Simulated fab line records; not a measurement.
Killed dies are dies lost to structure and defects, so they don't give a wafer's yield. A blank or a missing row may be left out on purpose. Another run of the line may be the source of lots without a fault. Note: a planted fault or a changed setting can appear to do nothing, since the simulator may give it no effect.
Struck lot and sound lot, side by side    flow sky130    17 out of 708 route steps
Sound: wafers L957.1, L957.3, L957.6. Struck: wafers L962.1, L962.3, L962.6. The cause is given at the end.
Per side, at each step with rows, come the tool, then ch with its chambers, and then its first start. Under that, the readings that differ: sound wafers    struck wafers    difference of the means    sigmas: that difference in standard deviations of wafers without a fault.
alike: a reading whose means differ by less than 2 such deviations, as well as words and numbers matching on both sides. not compared: withheld readings; readings where some wafer has no value; bounds like >300 that might hide an equal value; numbers whose values overlap and for which the record gives no deviation.
The two part at a step that has a row with sigmas, a row that says differs or no value, or rows on one side only. Non-overlapping numbers with no deviation appear without sigmas and do not part them. A reading that every wafer of one side lacks parts them only if that side has two wafers or more.

SKY_POLY_GATE_THK_MEAS_04:
  sound on film metro-04, day 16 07:05; struck on film metro-04, day 18 15:41
  alike: POLY_GATE_CVD_03_THK
then, 8 steps without rows for these wafers: SKY_POLY_GATE_DEHYDRATE_05 (time 60 s); SKY_POLY_GATE_HMDS_06 (prime time 60 s); SKY_POLY_GATE_COAT_07 (resist thk 110 nm); SKY_POLY_GATE_COAT_08 (resist thk 450 nm); SKY_POLY_GATE_SOFTBAKE_09 (time 90 s); SKY_POLY_GATE_EXPOSE_10 (exposes mask P1M, target cd 150 nm); SKY_POLY_GATE_PEB_11; SKY_POLY_GATE_DEVELOP_12 (develop time 60 s).
SKY_POLY_GATE_CD_MEAS_13: target cd 150 nm.
  sound on cd sem-02, day 17 12:26; struck on cd sem-02, day 19 23:07
  alike: cd nm
SKY_POLY_GATE_OVL_MEAS_14:
  sound on overlay-01, day 17 12:34; struck on overlay-01, day 19 23:14
  alike: POLY_GATE_OVL
SKY_POLY_GATE_ETCH_15: etches BARC in N2/H2, stops on SiO2, time 118.5 s, target depth 110 nm.
  sound on rie diel-04 ch 0,1,3, day 17 12:36; struck on rie diel-04 ch 0,2, day 19 23:17
  alike: bias w, chamber pressure mTorr, drypump motor current A, h2 flow sccm, oes product au, throttle valve pct
  not compared: rf hours counter h
SKY_POLY_GATE_ETCH_16: etches Si3N4 in CH3F/O2, stops on poly-Si, time 147.5 s, target depth 75 nm.
  sound on rie diel-04 ch 0,1,3, day 17 12:41; struck on rie diel-04 ch 0,2, day 19 23:22
  no value came back on the struck wafers for any of 5 readings (O2_flow_sccm (sccm), bias w (W) and others); on the sound wafers O2_flow_sccm (sccm) reads 30.03 29.85 29.95
reading                                           sound            struck             difference  sigmas
model.KrF-thick_of_POLY_GATE_COAT_08.thk nm (nm)  232.8 231 234.8  340.4 340.7 340.9  +107.8      
  not compared: rf hours counter h
SKY_POLY_GATE_ETCH_17: etches poly-Si in HBr/Cl2, stops on SiO2, target depth 180 nm, time 70.5 s.
  sound on rie si-02 ch 0,2,3, day 17 12:47; struck on rie si-01 ch 0,2,3, day 19 23:28
reading                                           sound              struck             difference  sigmas
model.KrF-thick_of_POLY_GATE_COAT_08.thk nm (nm)  140.2 135.1 140.8  249.7 245.3 246.2  +108.4      
  alike: HBr_flow_sccm, bias w, drypump motor current A, oes product au, throttle valve pct
  not compared: rf hours counter h
SKY_POLY_GATE_STRIP_18: strips in O2/N2.
  sound on plasma asher-03 ch 0,1, day 17 12:50; struck on plasma asher-03 ch 0, day 19 23:31
reading                       sound              struck             difference  sigmas
oes product au (a.u.)         0.359 0.356 0.356  0.404 0.415 0.406  +0.051      +11
strip time to endpoint s (s)  3.17 3.12 3.16     4.33 4.31 4.30     +1.16       +29
  alike: drypump motor current A
  not compared: rf hours counter h
then, 1 step without rows for these wafers: SKY_POLY_GATE_CLEAN_19 (cleans in SC1/SC2, time 150 s).
-- here the record skips 28 days between the struck wafers' starts before and after, leaving off in module POLY_GATE and picking up in module PAD_OPEN (first step shown: number 708 of the route) --
SKY_PAD_OPEN_PROBE_99:
  sound on prober-02, day 46 16:29; struck on prober-01, day 48 08:27
reading              sound       struck                                                                difference                    sigmas
hold                 - - -       await dispo/2.2h/scrap await dispo/2.2h/scrap await dispo/2.2h/scrap  no value on the sound wafers  
killed at front end  18 19 21    417 411 421                                                           +397                          +88
killed dies          100 100 97  492 492 492                                                           +393                          +42
killed on rim        22 21 20    96 96 96                                                              +75                           +19
  alike: killed_at_M0_to_M3, killed_at_M4_up, killed at contacts, killed at other, killed open, killed short

## WHERE THEY PART
At SKY_POLY_GATE_ETCH_16 first; at SKY_PAD_OPEN_PROBE_99 last (within this record only).

WHY: what the simulator had put in
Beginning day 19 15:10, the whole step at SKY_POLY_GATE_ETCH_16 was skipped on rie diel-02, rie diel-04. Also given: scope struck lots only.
